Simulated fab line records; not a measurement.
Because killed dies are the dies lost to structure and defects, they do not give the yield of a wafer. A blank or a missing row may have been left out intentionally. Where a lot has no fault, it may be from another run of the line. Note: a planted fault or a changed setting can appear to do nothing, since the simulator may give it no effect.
Struck lot and sound lot, side by side -- flow gf180mcu -- 16 out of 602 route steps
Sound: these wafers, L818.1, L818.4, L818.6. The struck wafers were L813.1, L813.3, L813.4. The cause is given at the end.
For every step that has rows: the tool of each side, followed by ch and its chambers, followed by its first start. Under that, the readings that differ: sound wafers -- struck wafers -- difference of the means -- sigmas: that difference in standard deviations of wafers without a fault.
alike: words and numbers the same on both sides, and readings whose means are apart by under 2 such deviations; not compared: readings that were withheld, readings missing a value for some wafer, numbers with overlapping values and no deviation given by the record, and bounds like >300 which may hide the same value.
Wherever a step has rows on one side only, a row that says differs or no value, or a row with sigmas, the two part there. Numbers that have no deviation but don't overlap get no sigmas and don't part them. A reading missing from all wafers of one side parts the sides only when that side holds two or more wafers.

first, 1 step without rows for these wafers: GF_HV_LDD_IMPLANT_09.
GF_HV_LDD_STRIP_10: strips in O2/N2.
  sound on plasma asher-04 ch 0,1, day 14 01:26; struck on plasma asher-02 ch 0,1, day 12 09:08
  alike: chamber pressure mTorr, drypump motor current A, heater power w, oes product au, strip time to endpoint s
  not compared: rf hours counter h
GF_HV_LDD_TW_MEAS_11:
  sound: film metro-04 at day 14 01:32; struck: film metro-02 at day 12 09:14
  alike: HV_LDD_TW
then, 7 steps without rows for these wafers: GF_HV_LDD_DEHYDRATE_12 (time 60 s); GF_HV_LDD_HMDS_13 (prime time 60 s); GF_HV_LDD_COAT_14 (resist thk 1000 nm); GF_HV_LDD_SOFTBAKE_15 (time 60 s); GF_HV_LDD_EXPOSE_16 (exposes mask Pplus LV AREA, target cd 400 nm); GF_HV_LDD_PEB_17; GF_HV_LDD_DEVELOP_18 (develop time 60 s).
GF_HV_LDD_CD_MEAS_19: target cd 400 nm.
  sound: cd sem-01 at day 14 22:38; struck: cd sem-02 at day 13 04:28
  alike: cd nm
GF_HV_LDD_OVL_MEAS_20:
  sound: overlay-01 at day 14 22:46; struck: overlay-01 at day 13 04:35
  alike: HV_LDD_01_OVL
GF_HV_LDD_IMPLANT_21:
  struck on implanter-03, day 13 04:37; sound on implanter-04 ch 0, day 14 22:47
  no value came back on the struck wafers for beam energy keV, beam on s (s), dose ions cm2, faraday current uA; on the sound wafers beam energy keV reads 24.999 25.006 24.997
GF_HV_LDD_STRIP_22: strips in O2/N2.
  sound on plasma asher-04 ch 0,1, day 14 22:56; struck on plasma asher-04 ch 0,1, day 13 04:46
  alike: chamber pressure mTorr, drypump motor current A, heater power w, oes product au, strip time to endpoint s
  not compared: rf hours counter h
GF_HV_LDD_TW_MEAS_23:
  sound: film metro-02 at day 14 23:06; struck: film metro-02 at day 13 04:52
reading,sound,struck,difference,sigmas
HV_LDD_2_TW,1059 1061 1067,30 30 30,-1032,-99 or more
then, 1 step without rows for these wafers: GF_HV_LDD_DEHYDRATE_24 (time 60 s).

WHERE THEY PART
First at GF_HV_LDD_IMPLANT_21; last, within this record, at GF_HV_LDD_TW_MEAS_23.

WHY: what the simulator had put in
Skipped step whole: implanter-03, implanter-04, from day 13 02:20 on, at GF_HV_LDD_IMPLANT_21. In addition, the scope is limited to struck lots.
